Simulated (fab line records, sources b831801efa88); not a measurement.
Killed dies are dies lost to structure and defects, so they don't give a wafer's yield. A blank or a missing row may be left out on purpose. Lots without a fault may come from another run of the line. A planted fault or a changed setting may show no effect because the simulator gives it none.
Problem report in the 8D (eight disciplines) form, filled by code | flow sky130 | the parts of the form that need people (team, actions taken, sign-off) are left out

1. THE PROBLEM
VIA3_HDPCVD_THK at SKY_VIA3_THK_MEAS_01 reads a mean of 1120 nm on 2 wafers of 1 lot; wafers without a fault read 1629 nm with a standard deviation of 15. That is -34 standard deviations from the usual mean.
First seen on wafer L913.5, day 41 02:49, on film_metro-02. The record holds 35 wafers of 12 lots with a number at this step. Rule for "out", or "out of limits": more than 4 standard deviations from the usual mean. The other wafers with a number count as sound.

2. WHAT IT IS AND WHAT IT IS NOT
question                    | is                     | is not
which readings at this step | VIA3_HDPCVD_THK        | -
which lots                  | L913                   | L904, L906, L907, L910, L921, L922, L923, L924, L925, L926, L927
which wafers of those lots  | all that have a number | -
read on which gauges        | film_metro-02          | film_metro-03, film_metro-04
when                        | from day 41 02:49      | up to then (12 sound wafers); but 21 sound wafers of L921, L922, L923, L924, L925, L926, L927 came after

3. SUSPECTS, AND WHAT RULES EACH OUT
Counting: a tool at a process step up to the reading stays a suspect if it ran every lot that is out and no sound lot after the first of them.
- the gauge at SKY_VIA3_THK_MEAS_01: kept. All the wafers that are out were read on film_metro-02, and no step on other tools shows them out.
- plasma_asher-01 at SKY_METAL1_STRIP_20 (strips in O2/N2): ruled out as a lasting fault. Sound lots L923, L924, L925 ran on it after its first lot that is out, L913 (day 35 12:38).
- hdpcvd-02 at SKY_VIA3_HDPCVD_00 (deposits SiO2, target thk 1635 nm, time 272.5 s): ruled out as a lasting fault. Sound lots L922, L925 ran on it after its first lot that is out, L913 (day 41 02:41).
Left after counting: film_metro-02 at SKY_VIA3_THK_MEAS_01.

4. THE CAUSE (what the simulator had put in)
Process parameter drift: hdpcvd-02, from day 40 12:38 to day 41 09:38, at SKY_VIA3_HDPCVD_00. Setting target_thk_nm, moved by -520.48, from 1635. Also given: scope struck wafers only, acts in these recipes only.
Counting ruled it out, wrongly: the rule takes a fault to strike every lot that its tool runs from its start on, and this one did not.

5. THE CHAIN OF EFFECTS, in route order
Each row: a reading whose mean over the struck wafers that have a number lies more than 3 standard deviations from the usual. Only readings for which the record gives a usual standard deviation are gone through. hours: the time from each lot's start at the first step in this table that gives one to its start at this step, as a median over the lots. sigmas: the change in usual standard deviations.
hours | step                 | reading         | usual   | on struck wafers | change | sigmas
0     | SKY_VIA3_THK_MEAS_01 | VIA3_HDPCVD_THK | 1629 nm | 1120             | -509   | -34

6. WHAT WOULD HAVE CAUGHT IT SOONER
In this record the first reading out of limits at a measuring or inspecting step was taken at day 41 02:49, 14 hours after the fault began at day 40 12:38.
